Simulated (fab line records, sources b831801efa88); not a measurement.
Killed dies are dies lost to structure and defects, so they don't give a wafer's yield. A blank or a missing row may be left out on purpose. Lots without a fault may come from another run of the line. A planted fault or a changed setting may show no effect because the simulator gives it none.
Chamber matching | flow sky130 | SKY_CAPM_CVD_00 on pecvd-03: 3 sister chambers
The step deposits SiO2, target thk 15.5 nm. 3 wafers are shown with their chamber, then 9 later ones without.

WAFERS WITH THEIR CHAMBER
wafer  | chamber | heater_power_w (W)
L085.1 | 1       | 778
L085.3 | 2       | 704
L085.4 | 0       | 642

WAFERS WITHOUT THEIR CHAMBER
wafer  | heater_power_w (W)
L087.2 | 636
L087.4 | 769
L087.6 | 615
L092.3 | 675
L092.5 | 798
L092.6 | 665
L093.1 | 725
L093.3 | 815
L093.6 | 607

WHICH CHAMBER EACH WENT THROUGH
wafer  | from the rows above     | in truth
L087.2 | 0                       | 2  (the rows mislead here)
L087.4 | 1                       | 1
L087.6 | 0                       | 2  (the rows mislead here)
L092.3 | can't be placed: 2 or 0 | 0
L092.5 | 1                       | 1
L092.6 | can't be placed: 0 or 2 | 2
L093.1 | can't be placed: 2 or 1 | 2
L093.3 | 1                       | 1
L093.6 | 0                       | 0
Placed correctly: 4 of 9. Can't be placed from these rows: 3 (the true chamber is among the candidates in 3). Placed wrongly: 2.
How it was worked out, from the rows above alone: a wafer's distance from a chamber is the root of the sum, over the readings, of the square of ((its reading less the chamber's mean) divided by the reading's scatter). The wafer belongs to the nearest chamber; if the next one is less than 2 further off, it can't be placed. A chamber's mean is the mean of its shown wafers. The scatter: with one shown wafer a chamber, the root of the mean of the squares of how far each hidden wafer lies from its nearest shown one.
